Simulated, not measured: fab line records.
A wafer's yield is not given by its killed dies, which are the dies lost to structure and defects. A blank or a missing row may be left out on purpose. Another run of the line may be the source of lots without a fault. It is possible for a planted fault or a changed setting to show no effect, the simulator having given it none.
Shared-tool check | flow gf180mcu | Lots sampled 14, wafers sampled 42

== WHAT PROMPTED THE OPENING ==
GF_HV_LDD_RS_MEAS_53, reading HV_LDD_RS: flagged on 2 of 14 lots. Wafers without a fault read 418.4 ohm/sq, standard deviation 0.86.
Rule: flag the lot when none of its wafers has a number, or when each of its wafers that has one lies beyond 4 standard deviations from that mean. As for the other lots, they are considered sound.

lot  | measured     | on            | HV_LDD_RS (ohm/sq), wafer by wafer | flag
L501 | day 12 16:41 | film-metro-02 | 419.2 419.3 419.0                  |
L503 | day 13 10:36 | film-metro-02 | 418.0 417.8 418.3                  |
L504 | day 13 19:16 | film-metro-02 | 418.5 417.9 419.0                  |
L505 | day 14 02:58 | film-metro-04 | 418.6 419.5 418.7                  |
L509 | day 15 10:51 | film-metro-02 | 419.5 418.2 419.3                  |
L511 | day 16 05:55 | film-metro-04 | 418.7 418.6 419.1                  |
L512 | day 16 10:04 | film-metro-01 | 418.6 417.4 418.8                  |
L513 | day 16 17:01 | film-metro-01 | 417.6 417.1 417.1                  |
L516 | day 17 15:51 | film-metro-04 | 418.3 418.2 418.7                  |
L518 | day 18 07:12 | film-metro-02 | 375.2 374.6 373.2                  | FLAGGED
L520 | day 19 04:31 | film-metro-04 | 375.1 374.5 374.9                  | FLAGGED
L521 | day 19 12:34 | film-metro-04 | 419.2 418.6 418.3                  |
L522 | day 19 16:09 | film-metro-02 | 418.6 419.5 418.8                  |
L523 | day 20 09:06 | film-metro-04 | 417.9 418.6 418.8                  |
The numbers of the flagged lots are 374.6 ohm/sq on average: -43.8 ohm/sq against the usual, or -51 standard deviations.

== WHICH TOOL EACH LOT WENT THROUGH ==
Before the reading, the record contains 3 process steps out of a 602-step route. Read each cell as the tool, then ch plus the chambers that the sampled wafers visited, then the start.
lot  | flag    | GF_VT_IMPLANT_STRIP_20               | GF_HV_LDD_IMPLANT_35            | GF_HV_LDD_STRIP_37
L501 |         | plasma-asher-01 ch 0,1, day 6 12:16  | implanter-03 ch 0, day 11 21:04 | plasma-asher-03 ch 0,1, day 11 21:20
L503 |         | plasma-asher-04 ch 0,1, day 7 01:45  | implanter-03 ch 0, day 12 14:11 | plasma-asher-02 ch 0,1, day 12 14:28
L504 |         | plasma-asher-04 ch 0,1, day 7 08:08  | implanter-03 ch 0, day 12 22:38 | plasma-asher-04 ch 0,1, day 12 22:55
L505 |         | plasma-asher-04 ch 1, day 7 13:49    | implanter-03 ch 0, day 13 06:08 | plasma-asher-02 ch 0, day 13 06:26
L509 |         | plasma-asher-01 ch 0,1, day 8 16:35  | implanter-04 ch 0, day 14 12:38 | plasma-asher-03 ch 0,1, day 14 12:55
L511 |         | plasma-asher-01 ch 0,1, day 9 04:34  | implanter-01 ch 0, day 15 07:24 | plasma-asher-04 ch 0, day 15 07:41
L512 |         | plasma-asher-01 ch 0,1, day 9 09:34  | implanter-04 ch 0, day 15 10:47 | plasma-asher-04 ch 0,1, day 15 11:05
L513 |         | plasma-asher-03 ch 0,1, day 9 15:50  | implanter-04 ch 0, day 15 18:17 | plasma-asher-02 ch 0,1, day 15 18:34
L516 |         | plasma-asher-01 ch 0,1, day 10 11:15 | implanter-03 ch 0, day 16 15:50 | plasma-asher-02 ch 0,1, day 16 16:07
L518 | FLAGGED | plasma-asher-01 ch 0,1, day 10 22:55 | implanter-03 ch 0, day 17 06:32 | plasma-asher-03 ch 0,1, day 17 06:50
L520 | FLAGGED | plasma-asher-01 ch 0,1, day 11 15:31 | implanter-03 ch 0, day 18 04:02 | plasma-asher-02 ch 0, day 18 04:20
L521 |         | plasma-asher-04 ch 0,1, day 11 20:04 | implanter-04 ch 0, day 18 11:02 | plasma-asher-03 ch 0,1, day 18 11:20
L522 |         | plasma-asher-04 ch 0,1, day 12 01:38 | implanter-04 ch 0, day 18 14:53 | plasma-asher-02 ch 0,1, day 18 15:10
L523 |         | plasma-asher-04 ch 0,1, day 12 13:34 | implanter-01 ch 0, day 19 08:13 | plasma-asher-04 ch 0,1, day 19 08:31
These steps, and what they do:
- GF_VT_IMPLANT_STRIP_20: strips in O2/N2.
- GF_HV_LDD_IMPLANT_35
- GF_HV_LDD_STRIP_37: strips in O2/N2.
- GF_HV_LDD_RS_MEAS_53: measures by four-point-probe.

== FLAGGED AGAINST TOTAL, ONE TOOL AT A TIME (gauges that did the reading follow at the end) ==
step                   | tool            | lots run | flagged | share of the flagged lots | sound lots run after its first flagged lot
GF_VT_IMPLANT_STRIP_20 | plasma-asher-01 | 7        | 2       | all                       | 0
GF_VT_IMPLANT_STRIP_20 | plasma-asher-03 | 1        | 0       | none                      | -
GF_VT_IMPLANT_STRIP_20 | plasma-asher-04 | 6        | 0       | none                      | -
GF_HV_LDD_IMPLANT_35   | implanter-01    | 2        | 0       | none                      | -
GF_HV_LDD_IMPLANT_35   | implanter-03    | 7        | 2       | all                       | 0
GF_HV_LDD_IMPLANT_35   | implanter-04    | 5        | 0       | none                      | -
GF_HV_LDD_STRIP_37     | plasma-asher-02 | 6        | 1       | some                      | 1 (L522)
GF_HV_LDD_STRIP_37     | plasma-asher-03 | 4        | 1       | some                      | 1 (L521)
GF_HV_LDD_STRIP_37     | plasma-asher-04 | 4        | 0       | none                      | -
GF_HV_LDD_RS_MEAS_53   | film-metro-01   | 2        | 0       | none                      | -
GF_HV_LDD_RS_MEAS_53   | film-metro-02   | 6        | 1       | some                      | 1 (L522)
GF_HV_LDD_RS_MEAS_53   | film-metro-04   | 6        | 1       | some                      | 2 (L521,L523)

== WHAT THE TABLE PERMITS ==
plasma-asher-01 at GF_VT_IMPLANT_STRIP_20 and implanter-03 at GF_HV_LDD_IMPLANT_35 are the 2 rows of the table that ran each flagged lot.
- plasma-asher-01 at GF_VT_IMPLANT_STRIP_20: 2 of its 7 lots flagged. It ran its last sound lot, L516, at day 10 11:15 and its first flagged lot, L518, at day 10 22:55: a fault with its onset between the two fits.
- implanter-03 at GF_HV_LDD_IMPLANT_35: 2 of its 7 lots flagged. It ran its last sound lot, L516, at day 16 15:50 and its first flagged lot, L518, at day 17 06:32: a fault with its onset between the two fits. Its own readings (tilt-deg) fall more than 4 standard deviations out on all wafers of the flagged lots.
These 2 tools cannot be told apart by counting lots, since each of them fits a fault that started at some hour. More lots, or a look at what each step does to the wafer, might.

== WHAT WAS PUT IN BY THE SIMULATOR ==
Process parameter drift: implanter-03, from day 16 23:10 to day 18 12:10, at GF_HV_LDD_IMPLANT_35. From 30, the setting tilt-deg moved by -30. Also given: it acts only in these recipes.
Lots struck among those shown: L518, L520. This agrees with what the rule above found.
